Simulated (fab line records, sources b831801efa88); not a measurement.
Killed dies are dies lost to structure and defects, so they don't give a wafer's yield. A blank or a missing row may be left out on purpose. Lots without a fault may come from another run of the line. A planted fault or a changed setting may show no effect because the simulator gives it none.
Tool commonality check | flow gf180mcu | 14 lots, 38 wafers sampled

WHY IT WAS OPENED
At GF_V1_THK_MEAS_03 the reading V1_CVD_02_THK is flagged on 2 of 14 lots. Wafers without a fault read 853 nm, standard deviation 12.
Rule: a lot is flagged when every wafer of it that has a number lies more than 4 standard deviations from that mean, or none has a number. The other lots count as sound.

lot  | measured     | on            | V1_CVD_02_THK (nm), wafer by wafer | flag
L882 | day 17 16:51 | film_metro-04 | 840 843 855                        |
L883 | day 17 20:29 | film_metro-01 | 857 843 862                        |
L884 | day 18 08:40 | film_metro-04 | 845 833 835                        |
L885 | day 19 01:49 | film_metro-03 | 862 855 860                        |
L887 | day 19 16:58 | film_metro-01 | 848 862 865                        |
L888 | day 19 21:36 | film_metro-01 | 842 853 879                        |
L890 | day 20 09:57 | film_metro-01 | 869 835 858                        |
L892 | day 21 19:05 | film_metro-01 | 840 877 859                        |
L893 | day 21 20:50 | film_metro-03 | 830 855 856                        |
L895 | day 22 15:36 | film_metro-04 | 836 847 865                        |
L897 | day 23 09:53 | film_metro-04 | 858 880 876                        |
L900 | day 24 01:59 | film_metro-03 | 744                                | FLAGGED
L901 | day 24 11:02 | film_metro-01 | 752                                | FLAGGED
L904 | day 25 11:22 | film_metro-04 | 858 864 850                        |
The numbers of the flagged lots are 748 nm on average: -105 nm against the usual, or -9 standard deviations.

WHICH TOOL RAN EACH LOT
The record holds 1 process step before the reading, out of a route of 602 steps. In each cell: the tool, then ch and the chambers that the sampled wafers went through, then the start.
lot  | flag    | GF_V1_CVD_02
L882 |         | pecvd-04 ch 0,1, day 17 16:47
L883 |         | pecvd-04 ch 0,2, day 17 20:25
L884 |         | pecvd-01 ch 0,1, day 18 08:35
L885 |         | pecvd-01 ch 1,2, day 19 01:43
L887 |         | pecvd-01 ch 1,2, day 19 16:52
L888 |         | pecvd-01 ch 0,1, day 19 21:31
L890 |         | pecvd-02 ch 0,1, day 20 09:53
L892 |         | pecvd-01 ch 0,1,2, day 21 19:01
L893 |         | pecvd-04 ch 0,1,2, day 21 20:45
L895 |         | pecvd-01 ch 0,1, day 22 15:31
L897 |         | pecvd-02 ch 1,2, day 23 09:47
L900 | FLAGGED | pecvd-01 ch 1, day 24 01:55
L901 | FLAGGED | pecvd-01 ch 1, day 24 10:58
L904 |         | pecvd-04 ch 0,2, day 25 11:17
What these steps do:
- GF_V1_CVD_02: deposits SiO2 from TEOS, target thk 850 nm, time 94.851 s.
- GF_V1_THK_MEAS_03

FLAGGED OVER TOTAL, TOOL BY TOOL (the gauges that took the reading come last)
step              | tool          | lots run | flagged | share of the flagged lots | sound lots run after its first flagged lot
GF_V1_CVD_02      | pecvd-01      | 8        | 2       | all                       | 0
GF_V1_CVD_02      | pecvd-02      | 2        | 0       | none                      | -
GF_V1_CVD_02      | pecvd-04      | 4        | 0       | none                      | -
GF_V1_THK_MEAS_03 | film_metro-01 | 6        | 1       | some                      | 0
GF_V1_THK_MEAS_03 | film_metro-03 | 3        | 1       | some                      | 0
GF_V1_THK_MEAS_03 | film_metro-04 | 5        | 0       | none                      | -

WHAT THE TABLE ALLOWS
1 row of the table ran every flagged lot: pecvd-01 at GF_V1_CVD_02.
- pecvd-01 at GF_V1_CVD_02: 2 of its 8 lots flagged. Its last sound lot is L895 (day 22 15:31), its first flagged lot L900 (day 24 01:55): a fault that began between those two fits.
One tool is left: pecvd-01 at GF_V1_CVD_02.

WHAT THE SIMULATOR HAD PUT IN
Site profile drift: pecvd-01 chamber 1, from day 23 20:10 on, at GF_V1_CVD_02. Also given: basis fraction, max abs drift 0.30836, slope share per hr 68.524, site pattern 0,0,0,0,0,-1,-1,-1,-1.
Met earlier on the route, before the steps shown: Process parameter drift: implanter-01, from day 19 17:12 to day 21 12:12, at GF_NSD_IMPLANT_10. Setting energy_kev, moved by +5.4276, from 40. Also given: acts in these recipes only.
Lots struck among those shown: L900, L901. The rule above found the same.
